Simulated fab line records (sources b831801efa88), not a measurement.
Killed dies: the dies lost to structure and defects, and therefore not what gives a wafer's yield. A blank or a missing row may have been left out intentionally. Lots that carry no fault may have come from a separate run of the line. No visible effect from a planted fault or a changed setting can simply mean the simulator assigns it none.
fab line records / flow gf180mcu / part 2 of 2: steps 30 to 39 of 39
[record] lots = 5 wafers = 15 last-day = 33
route steps=602 shown M1@319 V1@335
lots untouched by any fault: they come from a run of this same line in which no faults occurred
start-h: hours from the record's first day to the start of the lot's first wafer shown / wait-h: hours elapsed since this lot's preceding step / " repeats the value in the row above / L1.1+2: a row that stands for several wafers / - either no value or no given start / * or withheld: withheld / < > ~ a bound
route shown NAME@n: a module of which the file shows steps, and the number in the route of the first / usual: average and standard deviation across the fault-free wafers / same: alike in all rows / chamber/n: place in a boat / sites: each site's reading / _std_site: the standard deviation of these / _edge_site: the outer-site mean with the inner-site mean subtracted / radius-mm: for every site, how far away it sits from the centre of the wafer / mask NAME#n: copy n / behind: the tool/chamber that last shaped the wafer / hold: cause of the lot's hold/its duration in hours/its outcome / device: names the non-switching transistor (n, p or np) / end of line: the tests these same wafers got at the end of their route / a step with no rows: only its recipe / killed: dies lost to structure and defects at the first sort, not the wafer's yield / map: a wafer's dies, marking killed ones x, the rest . and places with no die _
set.NAME: the run value of the setting; set.NAME@STEP: its run value at that earlier step / model.NAME: the simulator's own value behind a step, which no gauge read
certain route steps with their lots: each step a table, each wafer a row
services: from which hour (start-h, from the record's first day; less than 0 if before it) a tool's chamber was out of use, for how many hours, and why
[[steps]]
[step GF_V1_DEVELOP_13]
[recipe] develop-time-s = 60 resist = KrF dev-temp-c = 21
lot.wafer=L079.2+3+6 tool=litho-track-02 chamber=0 start-h=456.88 wait-h=0.2
lot.wafer=L087.1+3+4 tool=litho-track-02 chamber=0 start-h=527.15 wait-h=0.2
lot.wafer=L089.3+4+5 tool=litho-track-01 chamber=0 start-h=542.21 wait-h=0.1
lot.wafer=L092.1+3+4 tool=litho-track-02 chamber=0 start-h=566.75 wait-h=0.2
lot.wafer=L094.2+3+6 tool=litho-track-01 chamber=0 start-h=582.48 wait-h=0.2
[step GF_V1_CD_MEAS_14]
[recipe] target-cd-nm = 260
[usual] cd-nm = 260.4/1.2
lot.wafer=L079.2 tool=cd-sem-02 chamber=- start-h=457.02 wait-h=0.1 cd-nm=261.5
lot.wafer=L079.3 tool=cd-sem-02 chamber=- start-h=457.02 wait-h=0.1 cd-nm=261.9
lot.wafer=L079.6 tool=cd-sem-02 chamber=- start-h=457.02 wait-h=0.1 cd-nm=261.1
lot.wafer=L087.1 tool=cd-sem-01 chamber=- start-h=527.30 wait-h=0.1 cd-nm=261.4
lot.wafer=L087.3 tool=cd-sem-01 chamber=- start-h=527.30 wait-h=0.1 cd-nm=260.8
lot.wafer=L087.4 tool=cd-sem-01 chamber=- start-h=527.30 wait-h=0.1 cd-nm=261.9
lot.wafer=L089.3 tool=cd-sem-02 chamber=- start-h=542.35 wait-h=0.1 cd-nm=259.0
lot.wafer=L089.4 tool=cd-sem-02 chamber=- start-h=542.35 wait-h=0.1 cd-nm=258.3
lot.wafer=L089.5 tool=cd-sem-02 chamber=- start-h=542.35 wait-h=0.1 cd-nm=259.3
lot.wafer=L092.1 tool=cd-sem-02 chamber=- start-h=566.90 wait-h=0.1 cd-nm=261.4
lot.wafer=L092.3 tool=cd-sem-02 chamber=- start-h=566.90 wait-h=0.1 cd-nm=262.2
lot.wafer=L092.4 tool=cd-sem-02 chamber=- start-h=566.90 wait-h=0.1 cd-nm=262.6
lot.wafer=L094.2 tool=cd-sem-02 chamber=- start-h=582.63 wait-h=0.1 cd-nm=260.7
lot.wafer=L094.3 tool=cd-sem-02 chamber=- start-h=582.63 wait-h=0.1 cd-nm=259.8
lot.wafer=L094.6 tool=cd-sem-02 chamber=- start-h=582.63 wait-h=0.1 cd-nm=260.2
[step GF_V1_OVL_MEAS_15]
[usual] V1_OVL = 1/5.1
lot.wafer=L079.2 tool=overlay-02 chamber=- start-h=457.13 wait-h=0.1 V1_OVL[nm]=4
lot.wafer=L079.3 tool=overlay-02 chamber=- start-h=457.13 wait-h=0.1 V1_OVL[nm]=-2
lot.wafer=L079.6 tool=overlay-02 chamber=- start-h=457.13 wait-h=0.1 V1_OVL[nm]=2
lot.wafer=L087.1 tool=overlay-02 chamber=- start-h=527.42 wait-h=0.1 V1_OVL[nm]=-4
lot.wafer=L087.3 tool=overlay-02 chamber=- start-h=527.42 wait-h=0.1 V1_OVL[nm]=-11
lot.wafer=L087.4 tool=overlay-02 chamber=- start-h=527.42 wait-h=0.1 V1_OVL[nm]=5
lot.wafer=L089.3 tool=overlay-02 chamber=- start-h=542.44 wait-h=0.1 V1_OVL[nm]=0
lot.wafer=L089.4 tool=overlay-02 chamber=- start-h=542.44 wait-h=0.1 V1_OVL[nm]=9
lot.wafer=L089.5 tool=overlay-02 chamber=- start-h=542.44 wait-h=0.1 V1_OVL[nm]=0
lot.wafer=L092.1 tool=overlay-01 chamber=- start-h=567.02 wait-h=0.1 V1_OVL[nm]=3
lot.wafer=L092.3 tool=overlay-01 chamber=- start-h=567.02 wait-h=0.1 V1_OVL[nm]=-2
lot.wafer=L092.4 tool=overlay-01 chamber=- start-h=567.02 wait-h=0.1 V1_OVL[nm]=-1
lot.wafer=L094.2 tool=overlay-02 chamber=- start-h=582.73 wait-h=0.1 V1_OVL[nm]=6
lot.wafer=L094.3 tool=overlay-02 chamber=- start-h=582.73 wait-h=0.1 V1_OVL[nm]=-2
lot.wafer=L094.6 tool=overlay-02 chamber=- start-h=582.73 wait-h=0.1 V1_OVL[nm]=7
[step GF_V1_ETCH_16]
[recipe] chemistry = N2/H2 target-depth-a = withheld overetch-a = withheld time-s = withheld target = BARC ion-energy-ev = 200 source-w = 500 bias-w = 100 pressure-mtorr = 30 n2-flow-sccm = 100 h2-flow-sccm = 200
[usual] drypump-motor-current-A = 5.94/0.3 oes-product-au = 0.855/0.0043 throttle-valve-pct = 13.225/0.0087
lot.wafer=L079.2 tool=rie-diel-02 chamber=0 start-h=457.16 wait-h=0.0 drypump-motor-current-A=5.64 oes-product-au=0.855 throttle-valve-pct=13.211
lot.wafer=L079.3 tool=rie-diel-02 chamber=1 start-h=457.16 wait-h=0.0 drypump-motor-current-A=5.82 oes-product-au=0.854 throttle-valve-pct=13.222
lot.wafer=L079.6 tool=rie-diel-02 chamber=2 start-h=457.16 wait-h=0.0 drypump-motor-current-A=5.99 oes-product-au=0.852 throttle-valve-pct=13.229
lot.wafer=L087.1 tool=rie-diel-01 chamber=3 start-h=527.46 wait-h=0.0 drypump-motor-current-A=6.25 oes-product-au=0.856 throttle-valve-pct=13.225
lot.wafer=L087.3 tool=rie-diel-01 chamber=3 start-h=527.46 wait-h=0.0 drypump-motor-current-A=6.26 oes-product-au=0.849 throttle-valve-pct=13.233
lot.wafer=L087.4 tool=rie-diel-01 chamber=0 start-h=527.46 wait-h=0.0 drypump-motor-current-A=5.80 oes-product-au=0.855 throttle-valve-pct=13.210
lot.wafer=L089.3 tool=rie-diel-01 chamber=1 start-h=542.46 wait-h=0.0 drypump-motor-current-A=5.13 oes-product-au=0.850 throttle-valve-pct=13.235
lot.wafer=L089.4 tool=rie-diel-01 chamber=0 start-h=542.46 wait-h=0.0 drypump-motor-current-A=5.75 oes-product-au=0.849 throttle-valve-pct=13.218
lot.wafer=L089.5 tool=rie-diel-01 chamber=3 start-h=542.46 wait-h=0.0 drypump-motor-current-A=6.26 oes-product-au=0.855 throttle-valve-pct=13.217
lot.wafer=L092.1 tool=rie-diel-04 chamber=1 start-h=567.06 wait-h=0.0 drypump-motor-current-A=6.14 oes-product-au=0.855 throttle-valve-pct=13.227
lot.wafer=L092.3 tool=rie-diel-04 chamber=0 start-h=567.06 wait-h=0.0 drypump-motor-current-A=5.71 oes-product-au=0.854 throttle-valve-pct=13.225
lot.wafer=L092.4 tool=rie-diel-04 chamber=3 start-h=567.06 wait-h=0.0 drypump-motor-current-A=6.01 oes-product-au=0.857 throttle-valve-pct=13.215
lot.wafer=L094.2 tool=rie-diel-04 chamber=3 start-h=582.76 wait-h=0.0 drypump-motor-current-A=6.02 oes-product-au=0.851 throttle-valve-pct=13.229
lot.wafer=L094.3 tool=rie-diel-04 chamber=2 start-h=582.76 wait-h=0.0 drypump-motor-current-A=6.44 oes-product-au=0.857 throttle-valve-pct=13.218
lot.wafer=L094.6 tool=rie-diel-04 chamber=3 start-h=582.76 wait-h=0.0 drypump-motor-current-A=6.02 oes-product-au=0.852 throttle-valve-pct=13.222
[step GF_V1_ETCH_17]
[recipe] chemistry = C4F8/O2/Ar mask-material = KrF target = SiO2 stop-on = TiN source-w = 1500 bias-w = 1200 pressure-mtorr = 40 c4f8-flow-sccm = withheld O2_flow_sccm = 6 Ar_flow_sccm = 300 time-s = withheld target-depth-a = 6300
[usual] oes-product-au = 0.856/0.0045
lot.wafer=L079.2 tool=rie-diel-02 chamber=0 start-h=- wait-h=- oes-product-au=0.858
lot.wafer=L079.3 tool=rie-diel-02 chamber=1 start-h=- wait-h=- oes-product-au=0.857
lot.wafer=L079.6 tool=rie-diel-02 chamber=2 start-h=- wait-h=- oes-product-au=0.855
lot.wafer=L087.1 tool=rie-diel-01 chamber=3 start-h=- wait-h=- oes-product-au=0.849
lot.wafer=L087.3 tool=rie-diel-01 chamber=3 start-h=- wait-h=- oes-product-au=0.849
lot.wafer=L087.4 tool=rie-diel-01 chamber=0 start-h=- wait-h=- oes-product-au=0.852
lot.wafer=L089.3 tool=rie-diel-01 chamber=1 start-h=- wait-h=- oes-product-au=0.857
lot.wafer=L089.4 tool=rie-diel-01 chamber=0 start-h=- wait-h=- oes-product-au=0.850
lot.wafer=L089.5 tool=rie-diel-01 chamber=3 start-h=- wait-h=- oes-product-au=0.854
lot.wafer=L092.1 tool=rie-diel-04 chamber=1 start-h=- wait-h=- oes-product-au=0.860
lot.wafer=L092.3 tool=rie-diel-04 chamber=0 start-h=- wait-h=- oes-product-au=0.851
lot.wafer=L092.4 tool=rie-diel-04 chamber=3 start-h=- wait-h=- oes-product-au=0.857
lot.wafer=L094.2 tool=rie-diel-04 chamber=3 start-h=- wait-h=- oes-product-au=0.858
lot.wafer=L094.3 tool=rie-diel-04 chamber=2 start-h=- wait-h=- oes-product-au=0.857
lot.wafer=L094.6 tool=rie-diel-04 chamber=3 start-h=- wait-h=- oes-product-au=0.860
[step GF_V1_STRIP_18]
[recipe] chemistry = O2/N2 power-w = 1400 pressure-mtorr = 1500 platen-temp-c = 250 o2-flow-sccm = 3000 n2-flow-sccm = 300 overash-fraction = 0.5
[usual] drypump-motor-current-A = 5.9/0.41 heater-power-w = 327/27 oes-product-au = 0.593/0.0047
lot.wafer=L079.2 tool=plasma-asher-01 chamber=1 start-h=457.29 wait-h=- drypump-motor-current-A=6.6 heater-power-w=312 oes-product-au=0.592 rf-hours-counter-h=37
lot.wafer=L079.3 tool=plasma-asher-01 chamber=0 start-h=457.29 wait-h=- drypump-motor-current-A=5.8 heater-power-w=302 oes-product-au=0.592 rf-hours-counter-h=-
lot.wafer=L079.6 tool=plasma-asher-01 chamber=1 start-h=457.29 wait-h=- drypump-motor-current-A=6.6 heater-power-w=306 oes-product-au=0.583 rf-hours-counter-h=-
lot.wafer=L087.1 tool=plasma-asher-01 chamber=0 start-h=527.65 wait-h=- drypump-motor-current-A=5.8 heater-power-w=307 oes-product-au=0.582 rf-hours-counter-h=44
lot.wafer=L087.3 tool=plasma-asher-01 chamber=0 start-h=527.65 wait-h=- drypump-motor-current-A=5.8 heater-power-w=303 oes-product-au=0.587 rf-hours-counter-h=-
lot.wafer=L087.4 tool=plasma-asher-01 chamber=1 start-h=527.65 wait-h=- drypump-motor-current-A=6.6 heater-power-w=312 oes-product-au=0.597 rf-hours-counter-h=-
lot.wafer=L089.3 tool=plasma-asher-04 chamber=0 start-h=542.63 wait-h=- drypump-motor-current-A=5.5 heater-power-w=325 oes-product-au=0.591 rf-hours-counter-h=-
lot.wafer=L089.4 tool=plasma-asher-04 chamber=1 start-h=542.63 wait-h=- drypump-motor-current-A=5.2 heater-power-w=277 oes-product-au=0.594 rf-hours-counter-h=-
lot.wafer=L089.5 tool=plasma-asher-04 chamber=0 start-h=542.63 wait-h=- drypump-motor-current-A=5.5 heater-power-w=323 oes-product-au=0.592 rf-hours-counter-h=-
lot.wafer=L092.1 tool=plasma-asher-02 chamber=0 start-h=567.19 wait-h=- drypump-motor-current-A=6.2 heater-power-w=343 oes-product-au=0.598 rf-hours-counter-h=78
lot.wafer=L092.3 tool=plasma-asher-02 chamber=1 start-h=567.19 wait-h=- drypump-motor-current-A=5.7 heater-power-w=346 oes-product-au=0.591 rf-hours-counter-h=-
lot.wafer=L092.4 tool=plasma-asher-02 chamber=0 start-h=567.19 wait-h=- drypump-motor-current-A=6.2 heater-power-w=355 oes-product-au=0.589 rf-hours-counter-h=-
lot.wafer=L094.2 tool=plasma-asher-01 chamber=0 start-h=582.89 wait-h=- drypump-motor-current-A=5.8 heater-power-w=305 oes-product-au=0.599 rf-hours-counter-h=50
lot.wafer=L094.3 tool=plasma-asher-01 chamber=1 start-h=582.89 wait-h=- drypump-motor-current-A=6.6 heater-power-w=310 oes-product-au=0.595 rf-hours-counter-h=-
lot.wafer=L094.6 tool=plasma-asher-01 chamber=0 start-h=582.89 wait-h=- drypump-motor-current-A=5.8 heater-power-w=310 oes-product-au=0.597 rf-hours-counter-h=-
[step GF_V1_STRIP_19]
[recipe] chemistry = post-etch-residue-remover time-s = 1200 temp-c = 72.5
lot.wafer=L079.2+3+6 tool=wet-bench-02 chamber=3 start-h=457.39 wait-h=0.1
lot.wafer=L087.1+3+4 tool=wet-bench-04 chamber=2 start-h=527.75 wait-h=0.1
lot.wafer=L089.3+4+5 tool=wet-bench-04 chamber=3 start-h=542.69 wait-h=0.0
lot.wafer=L092.1+3+4 tool=wet-bench-03 chamber=3 start-h=567.29 wait-h=0.1
lot.wafer=L094.2+3+6 tool=wet-bench-03 chamber=2 start-h=582.99 wait-h=0.1
[step GF_V1_CLEAN_20]
[recipe] chemistry = DIW dry = n2-spin
lot.wafer=L079.2+3+6 tool=wet-bench-04 chamber=3 start-h=457.73 wait-h=0.0
lot.wafer=L087.1+3+4 tool=wet-bench-03 chamber=1 start-h=528.09 wait-h=0.0
lot.wafer=L089.3+4+5 tool=wet-bench-02 chamber=3 start-h=543.03 wait-h=0.0
lot.wafer=L092.1+3+4 tool=wet-bench-02 chamber=0 start-h=567.66 wait-h=0.0
lot.wafer=L094.2+3+6 tool=wet-bench-02 chamber=2 start-h=583.33 wait-h=0.0
[step GF_V1_SPUTTER_21]
[recipe] material = Ti target-thk-nm = 15 chamber-pressure-pa = 5 power-w = 2500 substrate-temp-c = 200 time-s = 80.02
[usual] throttle-valve-pct = 29.7/0.96
lot.wafer=L079.2 tool=pvd-sputter-02 chamber=- start-h=457.83 wait-h=0.0 throttle-valve-pct=29.6
lot.wafer=L079.3 tool=pvd-sputter-02 chamber=- start-h=457.83 wait-h=0.0 throttle-valve-pct=29.5
lot.wafer=L079.6 tool=pvd-sputter-02 chamber=- start-h=457.83 wait-h=0.0 throttle-valve-pct=29.5
lot.wafer=L087.1 tool=pvd-sputter-03 chamber=- start-h=528.18 wait-h=0.0 throttle-valve-pct=28.7
lot.wafer=L087.3 tool=pvd-sputter-03 chamber=- start-h=528.18 wait-h=0.0 throttle-valve-pct=29.5
lot.wafer=L087.4 tool=pvd-sputter-03 chamber=- start-h=528.18 wait-h=0.0 throttle-valve-pct=31.0
lot.wafer=L089.3 tool=pvd-sputter-03 chamber=- start-h=543.13 wait-h=0.0 throttle-valve-pct=29.6
lot.wafer=L089.4 tool=pvd-sputter-03 chamber=- start-h=543.13 wait-h=0.0 throttle-valve-pct=30.9
lot.wafer=L089.5 tool=pvd-sputter-03 chamber=- start-h=543.13 wait-h=0.0 throttle-valve-pct=31.0
lot.wafer=L092.1 tool=pvd-sputter-03 chamber=- start-h=567.76 wait-h=0.0 throttle-valve-pct=28.6
lot.wafer=L092.3 tool=pvd-sputter-03 chamber=- start-h=567.76 wait-h=0.0 throttle-valve-pct=28.9
lot.wafer=L092.4 tool=pvd-sputter-03 chamber=- start-h=567.76 wait-h=0.0 throttle-valve-pct=29.7
lot.wafer=L094.2 tool=pvd-sputter-03 chamber=- start-h=583.42 wait-h=0.0 throttle-valve-pct=28.7
lot.wafer=L094.3 tool=pvd-sputter-03 chamber=- start-h=583.42 wait-h=0.0 throttle-valve-pct=30.2
lot.wafer=L094.6 tool=pvd-sputter-03 chamber=- start-h=583.42 wait-h=0.0 throttle-valve-pct=28.6
[step GF_V1_SPUTTER_22]
[recipe] material = TiN target-thk-nm = 10 chamber-pressure-pa = 5 power-w = 4000 time-s = 40
[usual] throttle-valve-pct = 29.7/0.97
lot.wafer=L079.2 tool=pvd-sputter-02 chamber=- start-h=457.89 wait-h=0.0 throttle-valve-pct=29.6
lot.wafer=L079.3 tool=pvd-sputter-02 chamber=- start-h=457.89 wait-h=0.0 throttle-valve-pct=29.6
lot.wafer=L079.6 tool=pvd-sputter-02 chamber=- start-h=457.89 wait-h=0.0 throttle-valve-pct=29.5
lot.wafer=L087.1 tool=pvd-sputter-03 chamber=- start-h=528.25 wait-h=0.0 throttle-valve-pct=28.6
lot.wafer=L087.3 tool=pvd-sputter-03 chamber=- start-h=528.25 wait-h=0.0 throttle-valve-pct=30.0
lot.wafer=L087.4 tool=pvd-sputter-03 chamber=- start-h=528.25 wait-h=0.0 throttle-valve-pct=30.9
lot.wafer=L089.3 tool=pvd-sputter-03 chamber=- start-h=543.19 wait-h=0.0 throttle-valve-pct=29.7
lot.wafer=L089.4 tool=pvd-sputter-03 chamber=- start-h=543.19 wait-h=0.0 throttle-valve-pct=31.2
lot.wafer=L089.5 tool=pvd-sputter-03 chamber=- start-h=543.19 wait-h=0.0 throttle-valve-pct=31.1
lot.wafer=L092.1 tool=pvd-sputter-03 chamber=- start-h=567.82 wait-h=0.0 throttle-valve-pct=28.6
lot.wafer=L092.3 tool=pvd-sputter-03 chamber=- start-h=567.82 wait-h=0.0 throttle-valve-pct=28.9
lot.wafer=L092.4 tool=pvd-sputter-03 chamber=- start-h=567.82 wait-h=0.0 throttle-valve-pct=30.0
lot.wafer=L094.2 tool=pvd-sputter-03 chamber=- start-h=583.49 wait-h=0.0 throttle-valve-pct=28.7
lot.wafer=L094.3 tool=pvd-sputter-03 chamber=- start-h=583.49 wait-h=0.0 throttle-valve-pct=29.8
lot.wafer=L094.6 tool=pvd-sputter-03 chamber=- start-h=583.49 wait-h=0.0 throttle-valve-pct=28.6
[[services]]
tool=rie-diel-04 chamber=- start-h=386.81 hours=2.8 kind=pm
tool=pecvd-02 chamber=- start-h=388.09 hours=2.5 kind=repair
tool=rie-diel-01 chamber=2 start-h=388.10 hours=15.4 kind=repair
tool=krf-scanner-01 chamber=- start-h=394.17 hours=1.3 kind=pm
tool=rie-diel-01 chamber=0 start-h=394.90 hours=4.4 kind=repair
tool=pvd-sputter-03 chamber=- start-h=398.58 hours=0.6 kind=repair
tool=rie-diel-04 chamber=0 start-h=398.98 hours=8.1 kind=repair
tool=plasma-asher-03 chamber=- start-h=427.32 hours=3.6 kind=repair
tool=krf-scanner-02 chamber=- start-h=439.75 hours=1.0 kind=pm
tool=rie-diel-01 chamber=2 start-h=450.78 hours=26.9 kind=repair
tool=pvd-sputter-03 chamber=- start-h=455.57 hours=2.9 kind=repair
tool=krf-scanner-01 chamber=- start-h=470.94 hours=3.6 kind=pm
tool=wet-bench-03 chamber=- start-h=473.06 hours=2.3 kind=repair
tool=krf-scanner-02 chamber=- start-h=477.17 hours=4.0 kind=pm
tool=krf-scanner-02 chamber=- start-h=481.51 hours=1.3 kind=pm
tool=krf-scanner-02 chamber=- start-h=492.23 hours=0.8 kind=pm
tool=pecvd-02 chamber=1 start-h=503.32 hours=1.9 kind=repair
tool=pvd-sputter-03 chamber=- start-h=505.69 hours=6.0 kind=repair
tool=rie-diel-01 chamber=1 start-h=518.83 hours=13.6 kind=repair
tool=rie-diel-01 chamber=2 start-h=525.07 hours=2.8 kind=repair
tool=krf-scanner-01 chamber=- start-h=533.04 hours=1.0 kind=pm
tool=rie-diel-04 chamber=1 start-h=538.45 hours=7.2 kind=repair
tool=krf-scanner-01 chamber=- start-h=544.51 hours=0.8 kind=pm
tool=rie-diel-04 chamber=- start-h=557.82 hours=0.9 kind=repair
